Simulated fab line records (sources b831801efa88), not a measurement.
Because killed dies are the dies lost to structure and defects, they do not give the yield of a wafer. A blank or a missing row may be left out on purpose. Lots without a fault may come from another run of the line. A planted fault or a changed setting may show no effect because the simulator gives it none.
Comparing a struck lot with a sound one | flow gf180mcu | 44 out of 602 route steps
Sound: these wafers, L305.3, L305.4, L305.5. The struck wafers were L321.1, L321.4, L321.6. The cause comes at the end.
At each step with rows: each side's tool, then ch and its chambers, then its first start. Under that, the readings that differ: sound wafers | struck wafers | difference of the means | sigmas: that difference in standard deviations of wafers without a fault.
alike: readings with means less than 2 such deviations apart, plus words and numbers identical on both sides. not compared: withheld readings, readings lacking a value on some wafer, bounds such as >300 that could conceal the same value, and numbers that have no deviation in the record and whose values overlap.
The two part at a step that has a row with sigmas, a row that says differs or no value, or rows on one side only. Numbers that have no deviation but don't overlap get no sigmas and don't part them. A reading missing from all wafers of one side parts the sides only when that side holds two or more wafers.

first, 3 steps without rows for these wafers: GF_V4_STRIP_19 (strips in post etch residue remover, time 1200 s); GF_V4_CLEAN_20 (cleans in DIW); GF_V4_SPUTTER_21 (material Ti, target thk 15 nm, time 80.02 s).
GF_V4_SPUTTER_22: material TiN, target thk 10 nm, time 40 s.
  sound on pvd-sputter-02 at day 25 02:48; struck on pvd-sputter-01 at day 30 02:46
  alike: throttle-valve-pct
GF_V4_CVD_23: deposits W, target thk 350 nm, time 104.9 s.
  sound on cvd-w-01 ch 0,1, day 25 02:52; struck on cvd-w-01 ch 0,1, day 30 02:48
  alike: chamber-pressure-Torr, heater-power-w, susceptor-temp-C
GF_V4_RS_MEAS_24: measures by four-point-probe.
  sound on film-metro-02 at day 25 02:59; struck on film-metro-01 at day 30 02:55
  alike: V4_W_RS
GF_V4_THK_MEAS_25: measures by xrf.
  sound on film-metro-02 at day 25 03:05; struck on film-metro-01 at day 30 03:02
  alike: V4_W_THK
then, 1 step without rows for these wafers: GF_V4_CMP_26 (polishes, stops on SiO2, t overpolish 15 s, target thk 0 nm).
GF_MIM_SPUTTER_00: material Ti, target thk 37.5 nm, time 150 s.
  sound on pvd-sputter-04 at day 25 03:26; struck on pvd-sputter-02 at day 30 03:23
  alike: substrate-temp-c, throttle-valve-pct
then, 3 steps without rows for these wafers: GF_MIM_SPUTTER_01 (material TiN, target thk 30 nm, time 25 s); GF_MIM_SPUTTER_02 (material AlCu, target thk 450 nm, time 23.9 s); GF_MIM_SPUTTER_03 (material Ti, target thk 10 nm, time 6.7 s).
GF_MIM_SPUTTER_04: material TiN, target thk 50 nm, time 41.7 s.
  sound on pvd-sputter-04 at day 25 03:47; struck on pvd-sputter-02 at day 30 03:34
  reading                                 | sound             | struck            | difference | sigmas
  model.TiN_of_MIM_SPUTTER_04.thk-nm (nm) | 49.82 49.75 49.93 | 85.38 85.49 85.39 | +35.59     |
  alike: throttle-valve-pct
GF_MIM_CVD_05: deposits Si3N4, target thk 42 nm, time 29.086 s.
  sound on pecvd-01 ch 0,1, day 25 03:52; struck on pecvd-04 ch 1,2, day 30 03:37
  alike: heater-power-w, susceptor-temp-C
GF_MIM_THK_MEAS_06:
  sound on film-metro-04 at day 25 03:55; struck on film-metro-04 at day 30 03:38
  alike: MIM_CVD_05_THK
then, 3 steps without rows for these wafers: GF_MIM_SPUTTER_07 (material TiN, target thk 60 nm, time 50 s); GF_MIM_SPUTTER_08 (material AlCu, target thk 200 nm, time 10.6 s); GF_MIM_SPUTTER_09 (material TiN, target thk 35 nm, time 29.2 s).
GF_MIM_RS_MEAS_10: measures by four-point-probe.
  sound on film-metro-02 at day 25 04:06; struck on film-metro-03 at day 30 03:48
  alike: MIM_ALCU_RS
GF_MIM_THK_MEAS_11: measures by xrf.
  sound on film-metro-02 at day 25 04:12; struck on film-metro-03 at day 30 03:55
  alike: MIM_ALCU_THK
then, 8 steps without rows for these wafers: GF_MIM_DEHYDRATE_12 (time 60 s); GF_MIM_HMDS_13 (prime time 60 s); GF_MIM_COAT_14 (resist thk 1000 nm); GF_MIM_SOFTBAKE_15 (time 60 s); GF_MIM_EXPOSE_16 (exposes mask FuseTop, target cd 2000 nm); GF_MIM_PEB_17; GF_MIM_DEVELOP_18 (develop time 60 s); GF_MIM_METAL_ETCH_19 (etches the open film in Cl2/BCl3, stops on Si3N4, target depth 324.5 nm, time 54.1 s).
GF_MIM_STRIP_20: strips in O2/N2.
  sound on plasma-asher-02 ch 0,1, day 26 01:09; struck on plasma-asher-04 ch 0,1, day 30 21:26
  alike: drypump-motor-current-A, heater-power-w, oes-product-au, strip-time-to-endpoint-s
  not compared: rf-hours-counter-h
then, 9 steps without rows for these wafers: GF_MIM_STRIP_21 (strips in post etch residue remover, time 1200 s); GF_MIM_CLEAN_22 (cleans in DIW); GF_M5_DEHYDRATE_00 (time 60 s); GF_M5_HMDS_01 (prime time 60 s); GF_M5_COAT_02 (resist thk 1000 nm); GF_M5_SOFTBAKE_03 (time 60 s); GF_M5_EXPOSE_04 (exposes mask Metal5, target cd 280 nm); GF_M5_PEB_05 (peb time 90 s); GF_M5_DEVELOP_06 (develop time 60 s).
GF_M5_CD_MEAS_07 targets a cd of 280 nm.
  sound on cd-sem-02 at day 26 21:50; struck on cd-sem-01 at day 31 14:49
  alike: cd-nm
GF_M5_OVL_MEAS_08:
  sound on overlay-01 at day 26 21:56; struck on overlay-01 at day 31 14:56
  alike: M5_OVL
then, 2 steps without rows for these wafers: GF_M5_ETCH_09 (etches Si3N4 in CF4/O2, target depth 52 nm, time 11.6 s); GF_M5_METAL_ETCH_10 (etches the open film in Cl2/BCl3, stops on SiO2, target depth 750.8 nm, time 125.1 s).
GF_V5_STRIP_19: strips in post etch residue remover, time 1200 s.
  sound on wet-bench-03 ch 0, day 27 19:52; struck on wet-bench-03 ch 3, day 32 09:39
  reading                                 | sound             | struck            | difference | sigmas
  model.TiN_of_MIM_SPUTTER_04.thk-nm (nm) | 49.41 49.33 49.52 | 84.97 85.08 84.98 | +35.59     |
GF_PASSIVATION_PROBE_99:
  the record has rows for the sound wafers here (prober-02, day 29 16:17) and none for the struck ones

## WHERE THEY PART
GF_PASSIVATION_PROBE_99 only, going by this record.

WHY: what had been put in by the simulator
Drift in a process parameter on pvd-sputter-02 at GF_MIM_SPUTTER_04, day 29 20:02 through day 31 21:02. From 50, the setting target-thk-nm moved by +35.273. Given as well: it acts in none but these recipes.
